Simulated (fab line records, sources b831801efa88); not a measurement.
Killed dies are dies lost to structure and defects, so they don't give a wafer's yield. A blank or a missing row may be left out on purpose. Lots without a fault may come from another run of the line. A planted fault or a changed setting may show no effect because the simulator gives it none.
Which tool did it? | flow sky130 | 11 lots, 33 wafers sampled, at 3 steps of a route of 708

WHAT THE GAUGES READ, wafer by wafer
SKY_POLY_GATE_THK_MEAS_01.
lot  | measured     | on            | POLY_GATE_CVD_00_THK (nm)
L447 | day 13 12:56 | film_metro-01 | 181.3 182.7 183.3
L448 | day 14 08:33 | film_metro-04 | 179.5 179.6 179.5
L449 | day 14 22:59 | film_metro-02 | 177.3 177.0 176.1
L450 | day 15 05:59 | film_metro-02 | 177.0 178.2 176.5
L451 | day 15 13:26 | film_metro-04 | 178.8 178.9 181.1
L452 | day 15 20:34 | film_metro-02 | 180.2 179.5 179.2
L453 | day 16 04:44 | film_metro-02 | 179.3 178.0 179.7
L460 | day 18 19:58 | film_metro-02 | 108.2 107.5 107.9
L461 | day 19 01:49 | film_metro-01 | 108.6 108.3 107.3
L469 | day 21 18:34 | film_metro-02 | 184.0 183.4 183.6
L470 | day 21 23:56 | film_metro-01 | 181.2 180.9 180.3

WHICH TOOL RAN EACH LOT (tool, then ch and the chambers of the sampled wafers, then the start)
lot  | SKY_VT_ADJUST_NCORE_STRIP_10         | SKY_POLY_GATE_CVD_00
L447 | plasma_asher-04 ch 0,1, day 8 09:34  | lpcvd-01 ch 0, day 13 11:44
L448 | plasma_asher-01 ch 1, day 9 00:01    | lpcvd-01 ch 1, day 14 07:20
L449 | plasma_asher-01 ch 0, day 9 07:34    | lpcvd-01 ch 0, day 14 21:47
L450 | plasma_asher-04 ch 0,1, day 9 14:56  | lpcvd-01 ch 1, day 15 04:47
L451 | plasma_asher-01 ch 0,1, day 9 23:22  | lpcvd-01 ch 0, day 15 12:13
L452 | plasma_asher-04 ch 0,1, day 10 03:47 | lpcvd-01 ch 0, day 15 19:22
L453 | plasma_asher-04 ch 0,1, day 10 11:41 | lpcvd-01 ch 0, day 16 03:32
L460 | plasma_asher-01 ch 0,1, day 12 15:50 | lpcvd-01 ch 0, day 18 18:46
L461 | plasma_asher-03 ch 0,1, day 12 19:11 | lpcvd-01 ch 1, day 19 00:37
L469 | plasma_asher-04 ch 0,1, day 15 03:14 | lpcvd-01 ch 0, day 21 17:21
L470 | plasma_asher-04 ch 0,1, day 15 07:52 | lpcvd-01 ch 0, day 21 22:44
- SKY_VT_ADJUST_NCORE_STRIP_10: strips in O2/N2.
- SKY_POLY_GATE_CVD_00: deposits poly-Si, target thk 180 nm, time 720 s.

THE ANSWER, worked out from the rows above alone
Rule: what is usual is taken from the lots themselves. Put in order of their means at a reading, lots are off if they are a third of the lots or fewer, leave a main group of 4 or more, and stand apart from it by a gap of 3 or more times the standard deviation of the main group's means; of several such gaps the widest counts. A main group whose means are all the same, to the digits that the tables above print for the reading, isn't used. A lot without any number at a reading at which 4 lots or more have one is off too. The other lots that the step has rows for count as sound.
Off: L460, L461, at SKY_POLY_GATE_THK_MEAS_01 (POLY_GATE_CVD_00_THK). The main group: mean 179.9 nm, standard deviation 2.1.
A tool fits if, at a process step before that reading, it ran every lot that is off, and no sound lot after the first of them. The gauges at SKY_POLY_GATE_THK_MEAS_01 are tried like those tools. None of those tried fits.

WHAT THE SIMULATOR HAD PUT IN
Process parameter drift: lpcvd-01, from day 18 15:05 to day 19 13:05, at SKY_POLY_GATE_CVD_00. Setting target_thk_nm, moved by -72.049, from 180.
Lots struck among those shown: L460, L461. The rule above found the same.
